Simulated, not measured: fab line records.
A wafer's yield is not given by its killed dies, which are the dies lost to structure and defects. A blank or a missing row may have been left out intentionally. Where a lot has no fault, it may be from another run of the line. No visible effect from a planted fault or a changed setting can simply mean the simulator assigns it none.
fab line records + flow gf180mcu
record
- lots=7
- wafers=21
- last_day=34
route steps=602 shown VT_IMPLANT@115
lots untouched by any fault: they come from a run of this same line in which no faults occurred
start_h: start of the lot's first displayed wafer, in hours after the record's first day + wait_h: how many hours have passed since the lot's step before this one + " same as the row above + L1.1+2: a single row standing in for several wafers + - either no value or no given start + * or withheld: withheld + < > ~ a bound
route shown NAME@n: NAME is a module with steps in the file, n the number in the route of the first one + usual: mean/standard deviation taken from wafers without a fault + same: alike in all rows + chamber/n: place in a boat + sites: each site's reading + _std_site: their standard deviation + _edge_site: the outer-site mean with the inner-site mean subtracted + radius_mm: for every site, how far away it sits from the centre of the wafer + mask NAME#n: copy n + behind: tool/chamber where the wafer was last shaped + hold: the reason the lot was held/the length of the hold in hours/how it ended + device: the transistor (n, p or np) that didn't switch + end of line: tests run on the same wafers once the route is complete + step lacking rows: just its recipe + killed: count of dies lost to structure and defects at first sort (not the wafer's yield) + map: per-die view of a wafer (x killed, . not killed, _ where there is no die)
set.NAME: the run value of the setting; set.NAME@STEP: its run value at that earlier step + model.NAME: the simulator's own value behind a step, which no gauge read
lots seen at some steps along the route; tables by step, rows by wafer
services: when a tool's chamber went out of use (start_h, in hours from the record's first day, below 0 if earlier), for how many hours, and the reason
## steps
# step GF_VT_IMPLANT_SOFTBAKE_25
# recipe
- temp_c=90
- time_s=60
- resist=NOVOLAK
# step GF_VT_IMPLANT_EXPOSE_26
# recipe
- mask_id=LVPWELL_HV_AREA
- target_cd_nm=860
- na=0.6
- source_shape=conventional
- sigma_outer=0.6
- dose_mj=140
# step GF_VT_IMPLANT_PEB_27
# recipe
- temp_c=withheld
- time_s=*
- resist=NOVOLAK
# step GF_VT_IMPLANT_DEVELOP_28
# recipe
- develop_time_s=60
- dev_temp_c=23
# step GF_VT_IMPLANT_OVL_MEAS_29
# usual
- VT_IMPLANT_02_OVL=-0.1/1.3
| lot.wafer | tool       | chamber | start_h | wait_h | VT_IMPLANT_02_OVL[nm] |
|-----------|------------|---------|---------|--------|-----------------------|
| L796.2    | overlay-01 | -       | 158.99  | 0.1    | 1.1                   |
| L796.4    | "          | -       | "       | "      | 1.3                   |
| L796.5    | "          | -       | "       | "      | -0.1                  |
| L800.3    | overlay-02 | -       | 173.91  | 0.1    | -3.0                  |
| L800.4    | "          | -       | "       | "      | -1.8                  |
| L800.5    | "          | -       | "       | "      | -2.7                  |
| L802.3    | overlay-02 | -       | 185.61  | 0.1    | -0.3                  |
| L802.4    | "          | -       | "       | "      | 0.1                   |
| L802.6    | "          | -       | "       | "      | -1.8                  |
| L801.1    | overlay-02 | -       | 185.99  | 0.1    | -0.4                  |
| L801.4    | "          | -       | "       | "      | -0.4                  |
| L801.5    | "          | -       | "       | "      | 0.5                   |
| L812.1    | overlay-01 | -       | 244.60  | 0.1    | -0.3                  |
| L812.4    | "          | -       | "       | "      | -0.1                  |
| L812.6    | "          | -       | "       | "      | -0.1                  |
| L815.3    | overlay-01 | -       | 261.21  | 0.1    | 2.9                   |
| L815.4    | "          | -       | "       | "      | -0.4                  |
| L815.6    | "          | -       | "       | "      | 2.1                   |
| L818.1    | overlay-02 | -       | 279.44  | 0.1    | 0.5                   |
| L818.4    | "          | -       | "       | "      | 0.5                   |
| L818.5    | "          | -       | "       | "      | 0.5                   |
# step GF_VT_IMPLANT_IMPLANT_30
# recipe
- species=B
- energy_kev=25
- dose_cm2=2.534e+12
- tilt_deg=7
# step GF_VT_IMPLANT_STRIP_31
# recipe
- chemistry=O2/N2
- power_w=1400
- pressure_mtorr=1500
- platen_temp_c=250
- o2_flow_sccm=3000
- n2_flow_sccm=300
- overash_fraction=0.5
# usual
- chamber_pressure_mTorr=1500.0/1.6
- drypump_motor_current_A=5.9/0.44
- heater_power_w=304/12
- n2_flow_sccm=299.9/0.95
- oes_product_au=0.715/0.0045
- strip_time_to_endpoint_s=12.64/0.039
| lot.wafer | tool            | chamber | start_h | wait_h | chamber_pressure_mTorr | drypump_motor_current_A | heater_power_w | n2_flow_sccm | oes_product_au | rf_hours_counter_h | strip_time_to_endpoint_s |
|-----------|-----------------|---------|---------|--------|------------------------|-------------------------|----------------|--------------|----------------|--------------------|--------------------------|
| L796.2    | plasma_asher-03 | 0       | 159.17  | 0.1    | 1501.2                 | 6.5                     | 298            | 299.1        | 0.713          | 51                 | 12.65                    |
| L796.4    | "               | 0       | "       | "      | 1501.2                 | 6.5                     | 299            | 299.8        | 0.716          | -                  | 12.64                    |
| L796.5    | "               | 0       | "       | "      | 1503.7                 | 6.5                     | 297            | 300.1        | 0.715          | -                  | 12.64                    |
| L800.3    | plasma_asher-01 | 1       | 174.11  | 0.1    | 1499.7                 | 5.7                     | 298            | 298.4        | 0.713          | -                  | 12.59                    |
| L800.4    | "               | 0       | "       | "      | 1500.3                 | 5.4                     | 318            | 300.0        | 0.723          | -                  | 12.65                    |
| L800.5    | "               | 1       | "       | "      | 1498.3                 | 5.7                     | 299            | 300.1        | 0.721          | -                  | 12.62                    |
| L802.3    | plasma_asher-01 | 1       | 185.82  | 0.1    | 1500.8                 | 5.7                     | 296            | 301.8        | 0.722          | -                  | 12.75                    |
| L802.4    | "               | 0       | "       | "      | 1500.9                 | 5.4                     | 314            | 300.7        | 0.712          | -                  | 12.74                    |
| L802.6    | "               | 0       | "       | "      | 1499.9                 | 5.4                     | 325            | 301.8        | 0.719          | -                  | 12.74                    |
| L801.1    | plasma_asher-01 | 0       | 186.17  | 0.1    | 1499.7                 | 5.4                     | 319            | 299.6        | 0.716          | 7                  | 12.68                    |
| L801.4    | "               | 1       | "       | "      | 1499.9                 | 5.7                     | 303            | 300.0        | 0.724          | -                  | 12.72                    |
| L801.5    | "               | 0       | "       | "      | 1499.2                 | 5.4                     | 312            | 299.9        | 0.714          | -                  | 12.68                    |
| L812.1    | plasma_asher-03 | 1       | 244.79  | 0.1    | 1502.1                 | 6.2                     | 295            | 300.5        | 0.717          | 58                 | 12.60                    |
| L812.4    | "               | 1       | "       | "      | 1498.2                 | 6.2                     | 297            | 299.5        | 0.720          | -                  | 12.58                    |
| L812.6    | "               | 1       | "       | "      | 1501.7                 | 6.2                     | 294            | 300.0        | 0.716          | -                  | 12.59                    |
| L815.3    | plasma_asher-03 | 1       | 261.42  | 0.1    | 1501.2                 | 6.2                     | 291            | 301.1        | 0.721          | -                  | 12.65                    |
| L815.4    | "               | 0       | "       | "      | 1497.7                 | 6.5                     | 301            | 299.8        | 0.719          | -                  | 12.68                    |
| L815.6    | "               | 1       | "       | "      | 1500.7                 | 6.2                     | 292            | 299.5        | 0.712          | -                  | 12.62                    |
| L818.1    | plasma_asher-03 | 1       | 279.63  | 0.1    | 1500.6                 | 6.2                     | 300            | 299.7        | 0.709          | 61                 | 12.64                    |
| L818.4    | "               | 1       | "       | "      | 1502.0                 | 6.2                     | 294            | 301.2        | 0.711          | -                  | 12.63                    |
| L818.5    | "               | 1       | "       | "      | 1498.5                 | 6.2                     | 298            | 300.2        | 0.723          | -                  | 12.62                    |
# step GF_VT_IMPLANT_TW_MEAS_32
# usual
- VT_IMPLANT_3_TW=270.0/2.2
| lot.wafer | tool          | chamber | start_h | wait_h | VT_IMPLANT_3_TW |
|-----------|---------------|---------|---------|--------|-----------------|
| L796.2    | film_metro-04 | -       | 159.28  | 0.1    | 266.0           |
| L796.4    | "             | -       | "       | "      | 266.4           |
| L796.5    | "             | -       | "       | "      | 266.2           |
| L800.3    | film_metro-04 | -       | 174.20  | 0.1    | 269.4           |
| L800.4    | "             | -       | "       | "      | 267.5           |
| L800.5    | "             | -       | "       | "      | 269.1           |
| L802.3    | film_metro-01 | -       | 185.91  | 0.1    | 271.5           |
| L802.4    | "             | -       | "       | "      | 272.6           |
| L802.6    | "             | -       | "       | "      | 270.9           |
| L801.1    | film_metro-04 | -       | 186.27  | 0.1    | 269.4           |
| L801.4    | "             | -       | "       | "      | 268.1           |
| L801.5    | "             | -       | "       | "      | 267.7           |
| L812.1    | film_metro-02 | -       | 244.89  | 0.1    | 273.6           |
| L812.4    | "             | -       | "       | "      | 271.6           |
| L812.6    | "             | -       | "       | "      | 273.2           |
| L815.3    | film_metro-01 | -       | 261.50  | 0.1    | 272.9           |
| L815.4    | "             | -       | "       | "      | 272.1           |
| L815.6    | "             | -       | "       | "      | 271.6           |
| L818.1    | film_metro-02 | -       | 279.73  | 0.1    | 270.7           |
| L818.4    | "             | -       | "       | "      | 269.5           |
| L818.5    | "             | -       | "       | "      | 272.4           |
# step GF_VT_IMPLANT_DEHYDRATE_33
# recipe
- temp_c=200
- time_s=57.75
# step GF_VT_IMPLANT_HMDS_34
# recipe
- prime_time_s=60
- prime_temp_c=120
# step GF_VT_IMPLANT_COAT_35
# recipe
- resist=NOVOLAK
- spin_rpm=3000
- resist_thk_nm=1000
# step GF_VT_IMPLANT_SOFTBAKE_36
# recipe
- temp_c=90
- time_s=60
- resist=NOVOLAK
# step GF_VT_IMPLANT_EXPOSE_37
# recipe
- mask_id=Nwell_HV_AREA
- target_cd_nm=860
- na=0.6
- source_shape=conventional
- sigma_outer=0.6
- dose_mj=140
# usual
- exposure_dose_mJ_cm2=139.99/0.13
- focus_offset_nm=0.0/0.55
| lot.wafer | tool             | chamber | start_h | wait_h | mask            | exposure_dose_mJ_cm2 | focus_offset_nm | model.VT_IMPLANT.overlay_y_nm | model.VT_IMPLANT.overlay_x_nm |
|-----------|------------------|---------|---------|--------|-----------------|----------------------|-----------------|-------------------------------|-------------------------------|
| L796.2    | iline_stepper-01 | 0       | 167.54  | -      | Nwell_HV_AREA#0 | 139.84               | -0.2            | 0.2283                        | -0.5129                       |
| L796.4    | "                | 0       | "       | "      | Nwell_HV_AREA#0 | 139.78               | 0.1             | 0.2283                        | -0.5129                       |
| L796.5    | "                | 0       | "       | "      | Nwell_HV_AREA#0 | 139.80               | -0.6            | 0.2283                        | -0.5129                       |
| L800.3    | iline_stepper-02 | -       | 182.73  | -      | Nwell_HV_AREA#0 | -                    | -               | 0.5423                        | -0.4768                       |
| L800.4    | "                | -       | "       | "      | Nwell_HV_AREA#0 | -                    | -               | 0.5423                        | -0.4768                       |
| L800.5    | "                | -       | "       | "      | Nwell_HV_AREA#0 | -                    | -               | 0.5423                        | -0.4768                       |
| L802.3    | iline_stepper-02 | -       | 194.18  | -      | Nwell_HV_AREA#0 | -                    | -               | 0.2608                        | -0.4926                       |
| L802.4    | "                | -       | "       | "      | Nwell_HV_AREA#0 | -                    | -               | 0.2608                        | -0.4926                       |
| L802.6    | "                | -       | "       | "      | Nwell_HV_AREA#0 | -                    | -               | 0.2608                        | -0.4926                       |
| L801.1    | iline_stepper-02 | -       | 194.74  | -      | Nwell_HV_AREA#0 | -                    | -               | 0.8686                        | -0.08808                      |
| L801.4    | "                | -       | "       | "      | Nwell_HV_AREA#0 | -                    | -               | 0.8686                        | -0.08808                      |
| L801.5    | "                | -       | "       | "      | Nwell_HV_AREA#0 | -                    | -               | 0.8686                        | -0.08808                      |
| L812.1    | iline_stepper-02 | 0       | 254.27  | -      | Nwell_HV_AREA#0 | 140.05               | 0.0             | 0.9664                        | 0.7255                        |
| L812.4    | "                | 0       | "       | "      | Nwell_HV_AREA#0 | 139.90               | 0.1             | 0.9664                        | 0.7255                        |
| L812.6    | "                | 0       | "       | "      | Nwell_HV_AREA#0 | 139.98               | -0.1            | 0.9664                        | 0.7255                        |
| L815.3    | iline_stepper-02 | 0       | 270.31  | -      | Nwell_HV_AREA#0 | 139.96               | -0.3            | -0.5588                       | -0.2506                       |
| L815.4    | "                | 0       | "       | "      | Nwell_HV_AREA#0 | 139.91               | 0.3             | -0.5588                       | -0.2506                       |
| L815.6    | "                | 0       | "       | "      | Nwell_HV_AREA#0 | 139.94               | -0.6            | -0.5588                       | -0.2506                       |
| L818.1    | iline_stepper-02 | 0       | 289.79  | -      | Nwell_HV_AREA#0 | 139.91               | 1.0             | -0.602                        | 0.1343                        |
| L818.4    | "                | 0       | "       | "      | Nwell_HV_AREA#0 | 139.95               | -0.2            | -0.602                        | 0.1343                        |
| L818.5    | "                | 0       | "       | "      | Nwell_HV_AREA#0 | 140.12               | 1.0             | -0.602                        | 0.1343                        |
# step GF_VT_IMPLANT_PEB_38
# recipe
- temp_c=withheld
- time_s=*
- resist=NOVOLAK
## services
| tool             | chamber | start_h | hours | kind        |
|------------------|---------|---------|-------|-------------|
| plasma_asher-03  | -       | 147.72  | 3.7   | repair      |
| iline_stepper-02 | -       | 156.53  | 4.4   | pm          |
| iline_stepper-02 | -       | 163.60  | 5.5   | repair      |
| iline_stepper-01 | -       | 182.57  | 13.8  | repair      |
| iline_stepper-02 | 0       | 223.09  | -     | calibration |
| plasma_asher-03  | -       | 227.44  | 14.6  | pm          |
| iline_stepper-02 | -       | 271.71  | 1.1   | repair      |
## key
first_sign
- step=GF_VT_IMPLANT_EXPOSE_37
- reading=tool_record
- direction=missing
effect none on later readings
model_effect
- step=GF_VT_IMPLANT_EXPOSE_37
- value=VT_IMPLANT.overlay_y_nm
- without=-0.4047
- struck=0.5572
met_at GF_VT_IMPLANT_EXPOSE_37
struck_wafers L800.3,L800.4,L800.5,L801.1,L801.4,L801.5,L802.3,L802.4,L802.6
later_rows_left_out L800.3,L800.4,L800.5,L801.1,L801.4,L801.5,L802.3,L802.4,L802.6
sort_left_out L800.3,L800.4,L800.5,L801.1,L801.4,L801.5,L802.3,L802.4,L802.6
tester_left_out L800,L801,L802
fault
- kind=skipped_step_whole
- tool=iline_stepper-02
- chamber=-
- onset_h=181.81
- steps=GF_VT_IMPLANT_EXPOSE_37
- scope=struck_lots_only
# tester_left_out: of these lots the tester's yield and bins aren't shown, on N5 and GAA mostly nor the transistor test; their killed dies are dies lost to structure and defects alone, not to doping, threshold or leakage, so they don't give the yield
# sort_left_out: the simulated sort isn't trusted on such a fault, so these wafers' sort isn't shown, and their yield isn't known
# later_rows_left_out: the simulator's readings of these wafers behind a module that went badly wrong aren't trusted and aren't shown, but for the sort
